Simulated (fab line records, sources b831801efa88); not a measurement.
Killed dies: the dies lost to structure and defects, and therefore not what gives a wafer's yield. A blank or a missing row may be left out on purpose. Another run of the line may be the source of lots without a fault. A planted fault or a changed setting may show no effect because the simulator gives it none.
A struck lot beside a sound one ; flow sky130 ; 18 out of 708 route steps
Sound: wafers L518.1, L518.2, L518.3. Struck: wafer L529.6. (L529.2, L529.5 of the same lot were not struck and are left out.) The cause comes at the end.
Each step with rows lists, per side, the tool, then ch with its chambers, then its first start. Under that, the readings that differ: sound wafers ; struck wafers ; difference of the means ; sigmas: that difference in standard deviations of wafers without a fault.
alike: readings with means less than 2 such deviations apart, plus words and numbers identical on both sides. not compared: withheld readings, readings lacking a value on some wafer, bounds such as >300 that could conceal the same value, and numbers that have no deviation in the record and whose values overlap.
The two part at a step that has a row with sigmas, a row that says differs or no value, or rows on one side only. Numbers that have no deviation but don't overlap get no sigmas and don't part them. A reading that every wafer of one side lacks parts them only if that side has two wafers or more.

first, 5 steps without rows for these wafers: SKY_VIA4_COAT_06 (resist thk 1140 nm); SKY_VIA4_SOFTBAKE_07 (time 60 s); SKY_VIA4_EXPOSE_08 (exposes mask VIM4, target cd 800 nm); SKY_VIA4_PEB_09; SKY_VIA4_DEVELOP_10 (develop time 60 s).
SKY_VIA4_OVL_MEAS_11:
  sound on overlay-01, day 43 23:28; struck on overlay-02, day 46 20:58
  alike: VIA4_OVL
SKY_VIA4_ETCH_12: etches SiO2 in C4F8/O2/Ar, stops on TiN, target depth 580 nm.
  sound on rie_diel-02 ch 0,1,2, day 43 23:30; struck on rie_diel-03 ch 0, day 46 21:00
  alike: oes_product_au
SKY_VIA4_STRIP_13: strips in O2/N2.
  sound on plasma_asher-02 ch 0,1, day 43 23:35; struck on plasma_asher-02 ch 0, day 46 21:05
  alike: drypump_motor_current_A, oes_product_au, strip_time_to_endpoint_s
  not compared: rf_hours_counter_h
then, 3 steps without rows for these wafers: SKY_VIA4_STRIP_14 (strips in post etch residue remover, time 1200 s); SKY_VIA4_CLEAN_15 (cleans in IPA, time 180 s); SKY_VIA4_CLEAN_16 (cleans in O3/DIW).
SKY_VIA4_SPUTTER_17: material TiN, target thk 20 nm, time 80 s.
  sound on pvd_sputter-01, day 44 00:11; struck on pvd_sputter-03, day 46 21:51
  alike: throttle_valve_pct
SKY_VIA4_CVD_18: deposits W, target thk 505 nm, time 152.14 s.
  sound on cvd_w-02 ch 0,1, day 44 00:14; struck on cvd_w-01 ch 0, day 46 21:55
reading;sound;struck;difference;sigmas
susceptor_temp_C (C);400.31 400.64 400.59;411.16;+10.65;+44
model.W_of_VIA4_CVD_18.thk_nm (nm);485.1 489.1 489.9;602.3;+114.3;
  alike: heater_power_w
SKY_VIA4_RS_MEAS_19: the measuring method here is four-point-probe.
  sound on film_metro-04, day 44 00:24; struck on film_metro-01, day 46 22:31
reading;sound;struck;difference;sigmas
VIA4_W_RS (ohm/sq);0.2354 0.2334 0.2330;0.1900;-0.0439;-18
  not compared: hold
SKY_VIA4_THK_MEAS_20: measures by xrf.
  sound on film_metro-04, day 44 00:31; struck on film_metro-01, day 47 03:08
reading;sound;struck;difference;sigmas
VIA4_W_THK (nm);505 508 508;635;+128;+20
  not compared: hold
SKY_VIA4_CMP_21: polishes, stops on SiO2, t overpolish 25 s, target thk 0 nm.
  sound on cmp-02 ch 0,2,3, day 44 00:40; struck on cmp-02 ch 1, day 47 06:32
reading;sound;struck;difference;sigmas
hold;- - -;await_dispo/3.3h/release;no value on the sound wafers;
time_to_endpoint_s (s);115 116 117;142;+26;+6
  alike: motor_current_A
SKY_METAL5_SPUTTER_00: material Ti, target thk 15 nm, time 10 s.
  sound on pvd_sputter-02, day 44 00:58; struck on pvd_sputter-01, day 47 06:47
  alike: throttle_valve_pct
-- the record jumps here: 2 days lie between the struck wafers' starts before and after (it left off in module METAL5 and takes up again in module PAD_OPEN, whose first step shown is number 708 of the route) --
SKY_PAD_OPEN_PROBE_99:
  sound on prober-02, day 46 21:05; struck on prober-01, day 49 12:14
reading;sound;struck;difference;sigmas
killed_at_contacts;30 29 30;18;-12;-2
killed_open;55 61 59;44;-14;-2
  alike: defect_limited_yield, killed_at_M0_to_M3, killed_at_M4_up, killed_at_front_end, killed_at_other, killed_dies, killed_short, sort_bin_3_pad_short, sort_bin_5_function, sort_bin_6_memory, sort_n_pass, sort_yield_pct

WHERE THEY PART
Earliest at SKY_VIA4_CVD_18; latest, in this record, at SKY_PAD_OPEN_PROBE_99.

WHY: what had been put in by the simulator
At SKY_VIA4_CVD_18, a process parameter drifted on cvd_w-01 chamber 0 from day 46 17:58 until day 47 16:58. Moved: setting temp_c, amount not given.
